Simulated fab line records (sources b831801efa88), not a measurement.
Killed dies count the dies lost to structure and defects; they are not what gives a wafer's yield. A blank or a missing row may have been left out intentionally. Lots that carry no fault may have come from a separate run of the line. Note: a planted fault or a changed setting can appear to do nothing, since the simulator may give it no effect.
fab line records | flow gf180mcu
record: lots: 13 wafers: 39 lastDay: 34
route steps=602 shown V1@338
lots with no fault: from the same line, run without faults
startH: the number of hours between the record's first day and the start of the first shown wafer of the lot | waitH: hours elapsed since this lot's preceding step | " same as the row above | L1.1+2: several wafers, shown together as one row | - either no value or no given start | * or withheld: withheld | < > ~ a bound
route shown NAME@n: NAME is a module with steps in the file, n the number in the route of the first one | usual: mean/standard deviation taken from wafers without a fault | same: alike in all rows | chamber/n: place in a boat | sites: each site's reading | _std_site: how widely they spread, as a standard deviation | _edge_site: the outer-site mean with the inner-site mean subtracted | radiusMm: for every site, how far away it sits from the centre of the wafer | mask NAME#n: copy n | behind: the last tool/chamber to shape the wafer | hold: reason for holding the lot/hours on hold/outcome of the hold | device: the n, p or np transistor that did not switch | end of line: the tests these same wafers got at the end of their route | step lacking rows: just its recipe | killed: the dies lost at the first sort to structure and to defects; this is not the yield of the wafer | map: a wafer's dies, x killed, . not, _ none there
set.NAME: setting as actually run; set.NAME@STEP: the setting as run at that earlier step | model.NAME: the simulator's own value behind a step, which no gauge read
the route's steps for a sample of lots (tables are steps, rows are wafers)
services: from which hour (startH, from the record's first day; less than 0 if before it) a tool's chamber was out of use, for how many hours, and why
== steps ==
step: GF_V1_THK_MEAS_03
recipe: reads: SiO2_of_V1_CVD_02
usual: V1_CVD_02_THK: 846/12
columns lot.wafer tool chamber startH waitH V1_CVD_02_THK[nm]
L258.2 filmMetro-04 - 378.10 0.0 837
L258.3 " - " " 822
L258.4 " - " " 836
L260.2 filmMetro-01 - 424.87 0.0 840
L260.5 " - " " 846
L260.6 " - " " 852
L263.1 filmMetro-02 - 432.65 0.0 839
L263.4 " - " " 864
L263.6 " - " " 868
L262.1 filmMetro-04 - 433.65 0.0 849
L262.4 " - " " 864
L262.6 " - " " 850
L264.1 filmMetro-01 - 441.56 0.0 824
L264.4 " - " " 850
L264.6 " - " " 835
L266.1 filmMetro-01 - 461.78 0.0 841
L266.2 " - " " 843
L266.3 " - " " 847
L274.1 filmMetro-04 - 533.12 0.0 847
L274.2 " - " " 848
L274.3 " - " " 825
L275.2 filmMetro-04 - 537.10 0.0 825
L275.3 " - " " 817
L275.4 " - " " 841
L276.1 filmMetro-02 - 545.79 0.0 825
L276.2 " - " " 844
L276.4 " - " " 864
L277.4 filmMetro-04 - 553.81 0.0 861
L277.5 " - " " 864
L277.6 " - " " 848
L279.1 filmMetro-01 - 567.36 0.0 843
L279.3 " - " " 854
L279.6 " - " " 860
L280.1 filmMetro-01 - 574.59 0.0 852
L280.2 " - " " 842
L280.5 " - " " 847
L281.1 filmMetro-01 - 583.60 0.0 829
L281.2 " - " " 832
L281.6 " - " " 839
step: GF_V1_DEVELOP_13
recipe: developTimeS: 60 resist: KrF devTempC: 21
usual: developerTempC: 21.01/0.11
columns lot.wafer tool chamber startH waitH developerTempC
L258.2 lithoTrack-04 0 400.68 0.2 20.81
L258.3 " 0 " " 20.81
L258.4 " 0 " " 21.02
L260.2 lithoTrack-04 0 449.43 0.2 20.87
L260.5 " 0 " " 21.00
L260.6 " 0 " " 20.98
L263.1 lithoTrack-04 0 456.75 0.2 20.97
L263.4 " 0 " " 21.02
L263.6 " 0 " " 21.04
L262.1 lithoTrack-04 0 458.05 0.2 20.83
L262.4 " 0 " " 21.05
L262.6 " 0 " " 20.93
L264.1 lithoTrack-01 0 465.88 0.2 20.91
L264.4 " 0 " " 20.91
L264.6 " 0 " " 21.09
L266.1 lithoTrack-04 0 484.85 0.2 20.83
L266.2 " 0 " " 20.93
L266.3 " 0 " " 20.80
L274.1 lithoTrack-01 0 555.78 0.2 19.00
L274.2 " 0 " " 18.97
L274.3 " 0 " " 19.08
L275.2 lithoTrack-01 0 560.50 0.2 19.02
L275.3 " 0 " " 18.85
L275.4 " 0 " " 18.91
L276.1 lithoTrack-04 0 568.30 0.2 21.09
L276.2 " 0 " " 20.99
L276.4 " 0 " " 21.06
L277.4 lithoTrack-04 0 575.58 0.1 21.06
L277.5 " 0 " " 20.93
L277.6 " 0 " " 20.96
L279.1 lithoTrack-04 0 588.90 0.2 20.98
L279.3 " 0 " " 20.97
L279.6 " 0 " " 21.19
L280.1 lithoTrack-04 0 596.20 0.2 20.89
L280.2 " 0 " " 21.19
L280.5 " 0 " " 20.99
L281.1 lithoTrack-04 0 605.25 0.2 20.93
L281.2 " 0 " " 21.10
L281.6 " 0 " " 20.85
step: GF_V1_STRIP_18
recipe: chemistry: O2/N2 powerW: 1400 pressureMtorr: 1500 platenTempC: 250 o2FlowSccm: 3000 n2FlowSccm: 300 overashFraction: 0.5
usual: drypumpMotorCurrentA: 5.5/0.37 heaterPowerW: 328/31 oesProductAu: 0.594/0.0047 platenTempC: 249.99/0.17
columns lot.wafer tool chamber startH waitH drypumpMotorCurrentA heaterPowerW oesProductAu platenTempC rfHoursCounterH
L258.2 plasmaAsher-01 1 401.09 - 6.2 332 0.597 249.86 62
L258.3 " 0 " " 4.9 317 0.589 249.93 -
L258.4 " 1 " " 6.2 332 0.589 249.95 -
L260.2 plasmaAsher-03 1 449.84 - 5.5 344 0.596 250.02 2
L260.5 " 1 " " 5.5 343 0.585 249.94 -
L260.6 " 0 " " 5.5 304 0.593 249.86 -
L263.1 plasmaAsher-03 1 457.19 - 5.5 348 0.593 250.10 3
L263.4 " 1 " " 5.5 340 0.595 249.59 -
L263.6 " 0 " " 5.5 300 0.593 249.95 -
L262.1 plasmaAsher-02 1 458.49 - 5.6 297 0.600 249.95 37
L262.4 " 1 " " 5.7 296 0.599 250.24 -
L262.6 " 1 " " 5.6 300 0.590 249.91 -
L264.1 plasmaAsher-03 0 466.31 - 5.5 296 0.580 250.23 4
L264.4 " 1 " " 5.5 345 0.591 249.89 -
L264.6 " 1 " " 5.5 336 0.588 249.80 -
L266.1 plasmaAsher-01 0 485.29 - 4.9 316 0.597 249.98 70
L266.2 " 1 " " 6.2 324 0.588 249.87 70
L266.3 " 0 " " 4.9 312 0.593 249.85 -
L274.1 plasmaAsher-01 1 556.21 - 6.2 328 0.592 250.13 78
L274.2 " 0 " " 4.9 309 0.592 250.29 78
L274.3 " 1 " " 6.2 336 0.597 249.78 -
L275.2 plasmaAsher-01 1 560.91 - 6.2 328 0.597 250.08 79
L275.3 " 1 " " 6.2 333 0.591 250.18 -
L275.4 " 0 " " 4.9 310 0.592 249.96 -
L276.1 plasmaAsher-01 1 568.74 - 6.2 330 0.602 250.01 79
L276.2 " 0 " " 4.9 313 0.590 250.06 79
L276.4 " 1 " " 6.2 318 0.592 250.12 -
L277.4 plasmaAsher-01 1 575.97 - 6.2 322 0.600 249.94 -
L277.5 " 1 " " 6.2 333 0.588 249.56 -
L277.6 " 0 " " 4.9 312 0.593 249.74 -
L279.1 plasmaAsher-02 1 589.34 - 5.6 299 0.590 249.98 52
L279.3 " 1 " " 5.6 301 0.589 250.00 -
L279.6 " 0 " " 5.3 388 0.600 249.95 -
L280.1 plasmaAsher-03 1 596.64 - 5.5 348 0.596 249.82 17
L280.2 " 0 " " 5.5 304 0.589 249.87 17
L280.5 " 1 " " 5.5 350 0.596 250.12 -
L281.1 plasmaAsher-03 1 605.69 - 5.5 347 0.601 249.85 18
L281.2 " 0 " " 5.5 293 0.586 250.02 18
L281.6 " 1 " " 5.5 348 0.593 249.72 -
step: GF_V1_CVD_23
recipe: material: W targetThkNm: 350 timeS: 105.05 tempC: 400 pressureTorr: 40
usual: heaterPowerW: 796/32
columns lot.wafer tool chamber startH waitH heaterPowerW
L258.2 cvdW-01 1 401.73 0.0 762
L258.3 " 0 " " 803
L258.4 " 1 " " 750
L260.2 cvdW-01 0 450.48 0.0 799
L260.5 " 0 " " 842
L260.6 " 1 " " 761
L263.1 cvdW-02 0 457.82 0.0 775
L263.4 " 1 " " 826
L263.6 " 0 " " 773
L262.1 cvdW-01 0 459.12 0.0 826
L262.4 " 1 " " 781
L262.6 " 0 " " 823
L264.1 cvdW-02 0 466.95 0.0 768
L264.4 " 1 " " 828
L264.6 " 0 " " 757
L266.1 cvdW-01 1 485.93 0.0 757
L266.2 " 0 " " 801
L266.3 " 0 " " 819
L274.1 cvdW-02 0 556.88 0.0 786
L274.2 " 1 " " 828
L274.3 " 0 " " 792
L275.2 cvdW-01 1 561.54 0.0 786
L275.3 " 0 " " 829
L275.4 " 1 " " 771
L276.1 cvdW-02 0 569.37 0.0 764
L276.2 " 1 " " 829
L276.4 " 1 " " 865
L277.4 cvdW-01 1 576.61 0.1 752
L277.5 " 1 " " 763
L277.6 " 0 " " 802
L279.1 cvdW-01 0 589.97 0.0 834
L279.3 " 0 " " 808
L279.6 " 1 " " 777
L280.1 cvdW-02 1 597.28 0.0 847
L280.2 " 0 " " 750
L280.5 " 1 " " 838
L281.1 cvdW-02 1 606.46 0.0 839
L281.2 " 0 " " 768
L281.6 " 0 " " 765
== services ==
columns tool chamber startH hours kind
cvdW-02 - 390.00 14.0 pm
cvdW-02 0 390.00 14.0 ventCycle
cvdW-02 1 390.00 14.0 ventCycle
cvdW-02 - 391.21 1.6 repair
cvdW-02 0 404.00 - clean
cvdW-02 1 404.00 - clean
plasmaAsher-03 - 421.25 9.0 pm
plasmaAsher-03 0 421.25 9.0 ventCycle
plasmaAsher-03 1 421.25 9.0 ventCycle
cvdW-01 - 423.40 6.0 pm
plasmaAsher-03 0 430.25 - clean
plasmaAsher-03 1 430.25 - clean
plasmaAsher-03 - 468.92 2.8 pm
plasmaAsher-03 - 500.08 6.3 repair
plasmaAsher-03 - 508.72 0.9 repair
cvdW-01 - 536.50 0.3 repair
plasmaAsher-03 - 565.17 0.3 repair
plasmaAsher-01 - 576.58 14.6 pm
plasmaAsher-01 - 592.24 28.1 pm
== key ==
firstSign: step: GF_V1_DEVELOP_13 reading: developerTempC direction: down sigmas: 19 usual: * struck: *
effect none on later readings
metAt GF_V1_DEVELOP_13
struckLots L274,L275
notActingAt GF_V1_THK_MEAS_03,GF_V1_STRIP_18,GF_V1_CVD_23
onsetBetween 465.88 555.78
fault: kind: processParameterDrift tool: lithoTrack-01 chamber: - onsetH: 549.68 steps: GF_V1_DEVELOP_13 channel: devTempC offset: * shape: step endH: 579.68 actsIn: * stated: *
